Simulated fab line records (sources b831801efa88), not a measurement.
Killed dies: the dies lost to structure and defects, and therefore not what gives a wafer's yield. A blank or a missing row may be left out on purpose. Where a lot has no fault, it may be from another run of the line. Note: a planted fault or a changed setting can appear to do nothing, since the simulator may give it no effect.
2 desks looking at one fault    flow sky130    only its own numbers are on each desk; what lay behind them is given at the end

== TOOL OWNER'S DESK, litho-track-01 ==
The tool's own readings at SKY_LDD_P_COAT_02 (resist thk 1140 nm): means of the sampled wafers that have a number, for each lot that ran on this tool. A lot is out of limits, marked OUT, if its mean lies more than 4 standard deviations from the usual mean; the brackets give that distance.
Columns: A = chill-plate-temp-C at SKY_LDD_P_COAT_02, usual 22.98 C; B = exhaust-pa at SKY_LDD_P_COAT_02, usual 45.0 Pa; C = spin-speed-rpm at SKY_LDD_P_COAT_02, usual 3000.1 rpm
lot   first seen here  A      B     C
L410  day 21 05:56     22.90  44.9  3002.2
L412  day 21 18:23     22.88  45.0  3001.1
L416  day 23 04:20     22.96  46.8  3208.2 (+99 or more) OUT
L417  day 23 06:10     23.00  45.0  3206.8 (+99 or more) OUT
L422  day 25 18:34     22.89  44.8  3000.7
L425  day 26 12:58     23.04  44.5  2999.2
L426  day 27 04:28     22.92  44.7  3000.9
Finding of this desk: L416, L417 out of limits; the first was L416 at day 23 04:20, on spin-speed-rpm at SKY_LDD_P_COAT_02. L410, L412, L422, L425, L426: within limits.

== FROM THE METROLOGY DESK ==
Lot by lot, what the gauges showed, no matter which tool ran the lot: averages of those sampled wafers that carry a number. A lot is out of limits, marked OUT, if its mean lies more than 4 standard deviations from the usual mean; the brackets give that distance.
Columns: A = POLY_GATE_TW at SKY_RES_PROTECT_TW_MEAS_08, usual 4085; B = POLY_GATE_CVD_03_THK at SKY_POLY_GATE_THK_MEAS_04, usual 75.4 nm
lot   first seen here  A     B
L404  day 14 22:37     4050  73.6
L410  day 17 21:24     4096  76.5
L411  day 17 21:29     4151  75.6
L412  day 18 05:55     4102  74.3
L413  day 18 23:53     4095  76.0
L416  day 19 19:20     4113  76.1
L417  day 19 19:42     4092  74.5
L422  day 22 10:19     4091  76.1
L423  day 22 15:14     4035  75.4
L425  day 23 06:05     4110  75.3
L426  day 23 17:14     4077  76.5
This desk's verdict: no lot among the 11 shows anything out of limits.

== ALL TOGETHER ==
On L416, L417, at day 23 04:20, an alarm was possible from the tool owner's desk.
From the metrology desk's view, nothing was out of limits.
The metrology desk holds a record of L416, L417, inside its limits.
On litho-track-01, each named lot ran SKY_LDD_P_COAT_02.

== WHAT THE SIMULATOR HAD INSERTED ==
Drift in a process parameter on litho-track-01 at SKY_LDD_P_COAT_02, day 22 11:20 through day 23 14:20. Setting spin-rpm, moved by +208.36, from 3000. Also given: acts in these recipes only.
Struck lots among those shown: L416, L417.
Each desk's first reading out of limits, in hours after the fault started: the tool owner's desk, 17.
